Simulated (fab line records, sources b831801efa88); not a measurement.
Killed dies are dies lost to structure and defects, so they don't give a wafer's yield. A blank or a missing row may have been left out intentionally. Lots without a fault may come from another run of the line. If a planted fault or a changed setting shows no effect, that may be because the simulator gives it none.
One fault seen from 2 desks + flow gf180mcu + each desk has only its own numbers; what lay behind them comes last

== DESK OF THE TOOL OWNER: litho-track-04 ==
The tool's own readings at GF_VT_IMPLANT_DEVELOP_17 (develop time 60 s): means of the sampled wafers that have a number, for each lot that ran on this tool. If a lot's mean is further than 4 standard deviations from the usual mean, the lot is out of limits and carries the mark OUT (the distance appears in the brackets).
Columns: A = resist-line-temp-C at GF_VT_IMPLANT_DEVELOP_17, usual 23.01 C
| lot  | first seen here | A     |
|------|-----------------|-------|
| L564 | day 6 10:40     | 23.02 |
| L566 | day 6 21:49     | 22.99 |
| L567 | day 7 09:17     | 22.99 |
| L568 | day 7 13:46     | 22.95 |
| L569 | day 7 20:08     | 23.16 |
| L578 | day 10 09:29    | 23.15 |
Result from this desk: across the 6 lots, nothing is out of limits.

== AT THE METROLOGY DESK ==
Lot by lot, what the gauges showed, no matter which tool ran the lot: averages of those sampled wafers that carry a number. If a lot's mean is further than 4 standard deviations from the usual mean, the lot is out of limits and carries the mark OUT (the distance appears in the brackets).
Columns: A = MVSD_OVL at GF_MVSD_OVL_MEAS_07, usual 0.1 nm; B = VT_IMPLANT_01_OVL at GF_VT_IMPLANT_OVL_MEAS_18, usual -1.2 nm; C = VT_IMPLANT_2_TW at GF_VT_IMPLANT_TW_MEAS_21, usual 1225; D = HV_LDD_CVD_54_THK at GF_HV_LDD_THK_MEAS_55, usual 10.00 nm
| lot  | first seen here | A    | B    | C             | D     |
|------|-----------------|------|------|---------------|-------|
| L564 | day 4 14:46     | -0.1 | -2.1 | 1199          | 10.10 |
| L566 | day 5 00:40     | -1.4 | 0.1  | 1236          | 10.10 |
| L567 | day 5 10:49     | 0.4  | -2.9 | 1208          | 9.96  |
| L568 | day 5 14:16     | 0.0  | -0.6 | 1234          | 9.97  |
| L569 | day 5 20:46     | -0.4 | -1.7 | 1237          | 9.82  |
| L578 | day 8 06:13     | 0.0  | 0.8  | 434 (-53) OUT | 9.85  |
| L579 | day 8 08:16     | 0.7  | -0.5 | 1243          | 9.83  |
| L580 | day 8 13:31     | -0.8 | -1.5 | 1235          | 10.01 |
| L582 | day 9 00:55     | 0.0  | 0.3  | 1215          | 9.98  |
| L583 | day 9 06:04     | 0.9  | -3.5 | 1243          | 10.09 |
| L584 | day 9 13:07     | -0.4 | -0.4 | 1215          | 9.90  |
| L585 | day 9 18:22     | -0.5 | -1.3 | 1227          | 9.75  |
| L586 | day 9 22:07     | 1.4  | -3.3 | 1197          | 10.15 |
This desk finds L578 out of limits, with the earliest case on L578 at day 10 09:55 (VT_IMPLANT_2_TW at GF_VT_IMPLANT_TW_MEAS_21). In limits: L564, L566, L567, L568, L569, L579, L580, L582, L583, L584, L585, L586.

== PUT TOGETHER ==
On L578, the metrology desk was in a position to raise an alarm at day 10 09:55.
Nothing out of limits was seen by the tool owner's desk.
On record at the tool owner's desk: L578, within its limits.
The lots listed all ran GF_VT_IMPLANT_DEVELOP_17 on litho-track-04.

== WHAT THE SIMULATOR PUT IN ==
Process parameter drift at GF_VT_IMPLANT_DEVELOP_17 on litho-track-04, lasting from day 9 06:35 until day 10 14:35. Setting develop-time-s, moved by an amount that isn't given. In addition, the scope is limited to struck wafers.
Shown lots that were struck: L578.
Delay in hours, fault start to first out-of-limits reading, per desk: metrology desk 27.
